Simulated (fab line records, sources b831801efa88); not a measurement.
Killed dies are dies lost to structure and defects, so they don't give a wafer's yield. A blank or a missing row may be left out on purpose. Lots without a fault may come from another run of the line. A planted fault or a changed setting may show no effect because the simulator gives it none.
fab line records | flow sky130
record lots=7 wafers=21 last_day=50
route steps=708 shown CONTACT@407 PAD_OPEN@708
lots that met no fault: from a run of the same line without faults
start_h: hours from the record's first day to the start of the lot's first wafer shown | wait_h: hours since the lot's step before | " the same as in the row above | L1.1+2: a row that stands for several wafers | - no value, or no start given | * or withheld: withheld | < > ~ a bound
route shown NAME@n: a module of which the file shows steps, and the number in the route of the first | usual: mean/standard deviation of fault-free wafers | same: alike in all rows | chamber/n: place in a boat | sites: the reading at each site | _std_site: their standard deviation | _edge_site: outer sites' mean less inner sites' | radius_mm: how far each site lies from the wafer's centre | mask NAME#n: copy n | behind: the tool/chamber that last shaped the wafer | hold: why the lot was held/for how many hours/how that ended | device: the transistor (n, p or np) that didn't switch | end of line: the same wafers' tests at the end of the route | a step without rows: its recipe alone | killed: dies lost to structure and defects at the first sort, not the wafer's yield | map: a wafer's dies, x killed, . not, _ none there
set.NAME: the setting as run; set.NAME@STEP: as run at that earlier step | model.NAME: the simulator's own value behind a step, which no gauge read
lots at some steps of the route; a table a step, a row a wafer
services: from which hour (start_h, from the record's first day; less than 0 if before it) a tool's chamber was out of use, for how many hours, and why
## steps
# step SKY_CONTACT_THK_MEAS_01
# recipe reads=Si3N4_of_CONTACT_CVD_00
# usual CONTACT_CVD_00_THK=75.0/0.82
# columns lot.wafer tool chamber start_h wait_h CONTACT_CVD_00_THK[nm]
L619.1 film_metro-01 - 741.67 - 73.4
L619.5 " - " " 74.6
L619.6 " - " " 74.9
L625.3 film_metro-02 - 787.66 - 74.2
L625.4 " - " " 74.7
L625.6 " - " " 75.0
L626.2 film_metro-02 - 797.63 - 74.5
L626.4 " - " " 76.0
L626.5 " - " " 75.4
L627.3 film_metro-02 - 802.80 - 75.0
L627.4 " - " " 76.8
L627.5 " - " " 76.6
L631.1 film_metro-03 - 848.59 - 74.2
L631.2 " - " " 74.5
L631.3 " - " " 74.3
L636.2 film_metro-02 - 895.38 - 74.5
L636.3 " - " " 75.1
L636.4 " - " " 75.6
L638.3 film_metro-01 - 896.35 - 75.0
L638.4 " - " " 75.1
L638.6 " - " " 76.0
# step SKY_CONTACT_HDPCVD_02
# recipe material=SiO2 target_thk_nm=565 sigma_open_frac=0.3 time_s=94.2 temp_c=600 sih4_flow_sccm=60 pressure_mtorr=6
# step SKY_CONTACT_THK_MEAS_03
# recipe reads=SiO2_of_CONTACT_HDPCVD_02
# usual CONTACT_HDPCVD_THK=568/5.9
# columns lot.wafer tool chamber start_h wait_h CONTACT_HDPCVD_THK[nm]
L619.1 film_metro-02 - 741.80 0.0 559
L619.5 " - " " 564
L619.6 " - " " 562
L625.3 film_metro-01 - 787.79 0.1 562
L625.4 " - " " 565
L625.6 " - " " 571
L626.2 film_metro-02 - 797.81 0.1 573
L626.4 " - " " 580
L626.5 " - " " 576
L627.3 film_metro-02 - 802.93 0.1 567
L627.4 " - " " 568
L627.5 " - " " 575
L631.1 film_metro-01 - 848.75 0.1 567
L631.2 " - " " 570
L631.3 " - " " 574
L636.2 film_metro-01 - 895.51 0.0 573
L636.3 " - " " 565
L636.4 " - " " 567
L638.3 film_metro-02 - 896.61 0.1 573
L638.4 " - " " 575
L638.6 " - " " 572
# step SKY_CONTACT_CMP_04
# recipe material=SiO2 down_force_psi=4 platen_rpm=60 pad_velocity_m_s=0.94248
# usual motor_current_A=13.0/1.6 time_to_endpoint_s=83/3.6
# columns lot.wafer tool chamber start_h wait_h motor_current_A time_to_endpoint_s
L619.1 cmp-02 2 741.97 0.2 14.6 86
L619.6 " 0 " " 11.1 83
L619.5 " 1 " " 13.5 83
L625.4 cmp-02 2 787.93 0.1 14.3 81
L625.3 " 3 " " 12.9 81
L625.6 " 1 " " 11.9 86
L626.4 cmp-02 1 797.86 0.0 12.8 90
L626.2 " 2 " " 14.6 88
L626.5 " 1 " " 13.0 85
L627.4 cmp-01 3 803.02 0.1 14.6 87
L627.3 " 0 " " 10.8 83
L627.5 " 3 " " 16.0 89
L631.2 cmp-01 1 848.81 0.0 11.1 81
L631.1 " 3 " " 14.6 84
L631.3 " 0 " " 11.2 88
L636.4 cmp-02 3 895.61 0.1 13.0 83
L636.3 " 0 " " 11.7 85
L636.2 " 1 " " 13.8 85
L638.4 cmp-01 0 896.75 0.1 10.7 90
L638.3 " 1 " " 10.9 84
L638.6 " 3 " " 15.8 92
# step SKY_CONTACT_BOW_MEAS_05
# recipe mode=bow
# usual CONTACT_BOW=81/7.1
# columns lot.wafer tool chamber start_h wait_h CONTACT_BOW[um]
L619.1 film_metro-02 - 742.18 0.2 78
L619.5 " - " " 73
L619.6 " - " " 74
L625.3 film_metro-01 - 788.17 0.1 92
L625.4 " - " " 73
L625.6 " - " " 93
L626.2 film_metro-02 - 798.18 0.2 70
L626.4 " - " " 86
L626.5 " - " " 89
L627.3 film_metro-02 - 803.31 0.2 76
L627.4 " - " " 79
L627.5 " - " " 83
L631.1 film_metro-01 - 849.11 0.1 79
L631.2 " - " " 87
L631.3 " - " " 103
L636.2 film_metro-02 - 895.88 0.1 79
L636.3 " - " " 92
L636.4 " - " " 71
L638.3 film_metro-02 - 896.99 0.1 84
L638.4 " - " " 72
L638.6 " - " " 75
# step SKY_CONTACT_DEHYDRATE_06
# recipe temp_c=200 time_s=60
# step SKY_CONTACT_HMDS_07
# recipe prime_time_s=60 prime_temp_c=120
# step SKY_CONTACT_COAT_08
# recipe resist=BARC temp_c=withheld time_s=withheld spin_rpm=3000 resist_thk_nm=60
# step SKY_CONTACT_COAT_09
# recipe resist=KrF-thick spin_rpm=3000 resist_thk_nm=450
# step SKY_CONTACT_SOFTBAKE_10
# recipe temp_c=100 time_s=88.25 resist=KrF-thick
# step SKY_CONTACT_EXPOSE_11
# recipe mask_id=CTM1 na=0.8 source_shape=annular sigma_inner=0.55 sigma_outer=0.85 target_cd_nm=170 dose_mj=38
# step SKY_CONTACT_PEB_12
# recipe peb_temp_c=withheld peb_time_s=withheld resist=KrF-thick
# step SKY_CONTACT_DEVELOP_13
# recipe develop_time_s=60 resist=KrF-thick dev_temp_c=21
# usual developer_temp_C=21.02/0.093
# columns lot.wafer tool chamber start_h wait_h developer_temp_C
L619.1 litho_track-03 0 769 - 21.10
L619.5 " 0 " " 20.89
L619.6 " 0 " " 21.04
L625.3 litho_track-02 0 814 - 20.24
L625.4 " 0 " " 20.13
L625.6 " 0 " " 20.23
L626.2 litho_track-02 0 824 - 20.17
L626.4 " 0 " " 20.19
L626.5 " 0 " " 20.13
L627.3 litho_track-02 0 830 - 20.40
L627.4 " 0 " " 20.07
L627.5 " 0 " " 20.14
L631.1 litho_track-03 0 875 - 21.13
L631.2 " 0 " " 20.96
L631.3 " 0 " " 21.10
L636.2 litho_track-02 0 920 - 21.01
L636.3 " 0 " " 20.99
L636.4 " 0 " " 21.05
L638.3 litho_track-04 0 921 - 21.17
L638.4 " 0 922 - 21.13
L638.6 " 0 " " 21.00
# step SKY_CONTACT_CD_MEAS_14
# recipe target_cd_nm=170
# usual cd_nm=169.9/1.4
# columns lot.wafer tool chamber start_h wait_h cd_nm
L619.1 cd_sem-01 - 769.98 - 170.5
L619.5 " - " " 169.9
L619.6 " - " " 168.9
L625.3 cd_sem-02 - 814.39 - 171.1
L625.4 " - " " 169.7
L625.6 " - " " 170.8
L626.2 cd_sem-01 - 824.82 - 170.2
L626.4 " - " " 169.5
L626.5 " - " " 172.2
L627.3 cd_sem-02 - 830.14 - 171.2
L627.4 " - " " 171.1
L627.5 " - " " 172.1
L631.1 cd_sem-02 - 875.75 - 169.0
L631.2 " - " " 169.5
L631.3 " - " " 168.8
L636.2 cd_sem-02 - 920.62 - 170.3
L636.3 " - " " 168.7
L636.4 " - " " 169.9
L638.3 cd_sem-01 - 922.12 - 167.8
L638.4 " - " " 169.0
L638.6 " - " " 166.4
# step SKY_PAD_OPEN_PROBE_99
# usual killed_at_M0_to_M3=43/6.8 killed_at_M4_up=3.2/1.7 killed_at_contacts=24/5.6 killed_at_front_end=15/4.7 killed_at_other=0.3/0.59 killed_dies=86/10 killed_on_rim=16/4 killed_open=47/6.8 killed_short=39/6.4
# same gross_dies=492 killed_at_back_side=0
# columns lot.wafer tool chamber start_h wait_h killed_at_M0_to_M3 killed_at_M4_up killed_at_contacts killed_at_front_end killed_at_other killed_dies killed_on_rim killed_open killed_short
L619.1 prober-02 - 1103.96 0.1 47 7 30 24 0 108 22 61 47
L619.5 prober-02 - 1104.16 0.2 44 2 24 13 0 83 17 41 42
L619.6 prober-02 - 1104.21 0.2 41 2 26 15 0 84 20 49 35
L625.3 prober-02 - 1135.79 0.2 39 3 18 9 1 70 13 39 30
L625.4 prober-02 - 1135.84 0.2 45 4 28 16 0 93 18 51 42
L625.6 prober-02 - 1135.94 0.2 43 4 20 14 0 81 15 44 37
L626.2 prober-01 - 1144.36 0.1 42 4 30 29 0 105 22 61 44
L626.4 prober-01 - 1144.46 0.2 33 2 16 13 0 64 13 34 30
L626.5 prober-01 - 1144.51 0.2 44 2 29 14 0 89 17 47 42
L627.3 prober-02 - 1145.41 0.2 40 0 29 9 0 78 12 42 36
L627.4 prober-02 - 1145.46 0.2 50 1 23 11 0 85 14 52 33
L627.5 prober-02 - 1145.51 0.2 45 5 16 13 0 79 11 36 43
L631.1 prober-01 - 1178.98 0.1 41 1 16 12 0 70 12 38 32
L631.2 prober-01 - 1179.03 0.1 30 2 19 17 0 68 14 32 36
L631.3 prober-01 - 1179.08 0.2 38 3 31 8 1 81 15 44 37
L636.2 prober-02 - 1206.16 0.1 43 3 23 10 0 79 14 38 41
L636.3 prober-02 - 1206.21 0.2 48 2 30 22 1 103 20 57 46
L636.4 prober-02 - 1206.26 0.2 39 1 28 9 1 78 11 53 25
L638.3 prober-01 - 1206.56 0.2 38 2 36 14 1 91 11 49 42
L638.4 prober-01 - 1206.61 0.2 48 5 28 12 0 93 20 52 41
L638.6 prober-01 - 1206.71 0.2 48 0 17 14 0 79 19 48 31
# killed by level:class
L619.1 CONTACT:geometric_particle:open=11 VIA1:geometric_particle:open=11 VIA2:geometric_particle:open=8 VIA3:geometric_particle:open=6 LI_CONTACT:geometric_particle:open=6 LOCAL_INTERCONNECT:geometric_particle:short=6 VIA1:geometric_particle:short=6 FIELD_ISO:geometric_particle:short=5
L619.5 CONTACT:geometric_particle:open=13 METAL1:geometric_particle:short=9 VIA1:geometric_particle:open=8 METAL2:geometric_particle:short=6 VIA2:geometric_particle:short=5 FIELD_ISO:geometric_particle:short=4 POLY_GATE:geometric_particle:open=4 LI_CONTACT:geometric_particle:open=4
L619.6 VIA1:geometric_particle:open=9 CONTACT:geometric_particle:open=9 LI_CONTACT:geometric_particle:open=7 VIA1:geometric_particle:short=6 METAL1:geometric_particle:short=5 METAL2:geometric_particle:short=5 FIELD_ISO:geometric_particle:open=4 VIA2:geometric_particle:short=4
L625.3 CONTACT:geometric_particle:open=8 VIA1:geometric_particle:open=8 LI_CONTACT:geometric_particle:open=6 METAL1:geometric_particle:short=6 VIA2:geometric_particle:open=6 VIA3:geometric_particle:open=4 VIA1:geometric_particle:short=4 FIELD_ISO:geometric_particle:open=3
L625.4 CONTACT:geometric_particle:open=13 VIA1:geometric_particle:open=11 CONTACT:geometric_particle:short=6 METAL1:geometric_particle:short=6 VIA1:geometric_particle:short=5 METAL2:geometric_particle:short=5 LI_CONTACT:geometric_particle:open=4 LOCAL_INTERCONNECT:geometric_particle:short=4
L625.6 VIA1:geometric_particle:open=12 LI_CONTACT:geometric_particle:open=7 CONTACT:geometric_particle:open=6 METAL3:geometric_particle:short=6 POLY_GATE:geometric_particle:short=4 CONTACT:geometric_particle:short=4 METAL1:geometric_particle:short=4 VIA1:geometric_particle:short=4
L626.2 CONTACT:geometric_particle:open=11 VIA2:geometric_particle:open=9 LI_CONTACT:geometric_particle:open=8 FIELD_ISO:geometric_particle:open=7 FIELD_ISO:geometric_particle:short=7 POLY_GATE:geometric_particle:short=7 CONTACT:geometric_particle:short=7 VIA1:geometric_particle:open=7
L626.4 VIA1:geometric_particle:open=8 FIELD_ISO:geometric_particle:open=7 CONTACT:geometric_particle:open=7 CONTACT:geometric_particle:short=5 VIA1:geometric_particle:short=4 VIA2:geometric_particle:open=4 METAL2:geometric_particle:short=4 METAL3:geometric_particle:short=4
L626.5 LI_CONTACT:geometric_particle:open=11 CONTACT:geometric_particle:open=8 VIA1:geometric_particle:short=8 VIA1:geometric_particle:open=7 METAL2:geometric_particle:short=7 VIA2:geometric_particle:open=6 POLY_GATE:geometric_particle:short=5 CONTACT:geometric_particle:short=5
L627.3 CONTACT:geometric_particle:open=11 CONTACT:geometric_particle:short=9 VIA3:geometric_particle:open=9 VIA1:geometric_particle:open=8 LI_CONTACT:geometric_particle:open=5 METAL1:geometric_particle:short=4 VIA2:geometric_particle:open=4 VIA2:geometric_particle:short=4
L627.4 VIA1:geometric_particle:open=15 CONTACT:geometric_particle:open=9 VIA2:geometric_particle:open=8 VIA1:geometric_particle:short=6 VIA3:geometric_particle:open=6 VIA3:geometric_particle:short=5 FIELD_ISO:geometric_particle:open=4 FIELD_ISO:geometric_particle:short=4
L627.5 VIA2:geometric_particle:open=8 VIA3:geometric_particle:open=7 FIELD_ISO:geometric_particle:short=6 VIA3:geometric_particle:short=6 CONTACT:geometric_particle:short=5 METAL1:geometric_particle:short=5 VIA1:geometric_particle:open=5 LOCAL_INTERCONNECT:geometric_particle:short=4
L631.1 VIA3:geometric_particle:open=9 CONTACT:geometric_particle:open=8 VIA1:geometric_particle:short=5 METAL1:geometric_particle:short=5 POLY_GATE:geometric_particle:open=4 VIA1:geometric_particle:open=4 METAL2:geometric_particle:short=4 FIELD_ISO:geometric_particle:open=3
L631.2 CONTACT:geometric_particle:open=7 CONTACT:geometric_particle:short=6 POLY_GATE:geometric_particle:short=6 FIELD_ISO:geometric_particle:short=5 VIA1:geometric_particle:open=5 FIELD_ISO:geometric_particle:open=4 VIA2:geometric_particle:open=4 VIA3:geometric_particle:open=4
L631.3 LI_CONTACT:geometric_particle:open=11 CONTACT:geometric_particle:open=10 METAL1:geometric_particle:short=6 VIA1:geometric_particle:open=6 METAL2:geometric_particle:short=6 VIA2:geometric_particle:short=5 VIA2:geometric_particle:open=5 FIELD_ISO:geometric_particle:open=4
L636.2 LI_CONTACT:geometric_particle:open=8 CONTACT:geometric_particle:open=8 CONTACT:geometric_particle:short=7 VIA2:geometric_particle:open=7 METAL2:geometric_particle:short=6 VIA3:geometric_particle:short=6 VIA3:geometric_particle:open=6 METAL1:geometric_particle:short=5
L636.3 VIA3:geometric_particle:open=10 VIA2:geometric_particle:open=9 LI_CONTACT:geometric_particle:open=9 VIA1:geometric_particle:open=8 LI_CONTACT:geometric_particle:short=7 POLY_GATE:geometric_particle:open=6 CONTACT:geometric_particle:short=6 CONTACT:geometric_particle:open=5
L636.4 CONTACT:geometric_particle:open=16 VIA1:geometric_particle:open=9 VIA2:geometric_particle:open=7 VIA3:geometric_particle:open=7 LI_CONTACT:geometric_particle:open=6 CONTACT:geometric_particle:short=5 METAL2:geometric_particle:short=4 VIA1:geometric_particle:short=3
L638.3 LI_CONTACT:geometric_particle:open=11 CONTACT:geometric_particle:open=9 CONTACT:geometric_particle:short=8 VIA1:geometric_particle:open=7 FIELD_ISO:geometric_particle:short=6 FIELD_ISO:geometric_particle:open=5 VIA1:geometric_particle:short=5 VIA3:geometric_particle:open=5
L638.4 CONTACT:geometric_particle:open=10 VIA1:geometric_particle:open=8 METAL1:geometric_particle:short=7 LI_CONTACT:geometric_particle:open=6 VIA2:geometric_particle:open=6 POLY_GATE:geometric_particle:open=5 VIA2:geometric_particle:short=5 VIA1:geometric_particle:short=5
L638.6 VIA1:geometric_particle:open=12 VIA3:geometric_particle:open=10 METAL2:geometric_particle:short=9 LI_CONTACT:geometric_particle:open=6 CONTACT:geometric_particle:open=5 FIELD_ISO:geometric_particle:open=4 POLY_GATE:geometric_particle:short=4 METAL3:geometric_particle:short=4
## services
# columns tool chamber start_h hours kind
cmp-02 - 724.36 3.5 repair
cmp-01 - 731.33 0.4 repair
cmp-02 - 738.57 1.0 repair
cmp-02 - 744.00 4.0 pm
cmp-02 - 748.00 - consumable_replace:conditioner
cmp-02 - 748.00 - consumable_replace:pad
cmp-01 - 792.24 4.7 pm
cmp-01 - 819.24 15.2 pm
cmp-01 - 903.06 1.9 repair
cmp-02 - 909.36 3.7 repair
cmp-01 - 918.48 4.0 pm
## key
first_sign step=SKY_CONTACT_DEVELOP_13 reading=developer_temp_C direction=down sigmas=9 usual=* struck=*
effect none on later readings
met_at SKY_CONTACT_DEVELOP_13
struck_wafers L625.3,L625.4,L625.6,L626.2,L626.4,L626.5,L627.3,L627.4,L627.5
tester_left_out L625,L626,L627
loop_trim step=SKY_CONTACT_EXPOSE_11 setting=dose lots=L627
fault kind=process_parameter_drift tool=litho_track-02 chamber=- onset_h=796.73 steps=SKY_CONTACT_DEVELOP_13 channel=dev_temp_c offset=* shape=step end_h=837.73 acts_in=* stated=*
# tester_left_out: of these lots the tester's yield and bins aren't shown, on N5 and GAA mostly nor the transistor test; their killed dies are dies lost to structure and defects alone, not to doping, threshold or leakage, so they don't give the yield
# loop_trim: a control loop set the setting to another value than it would have without faults
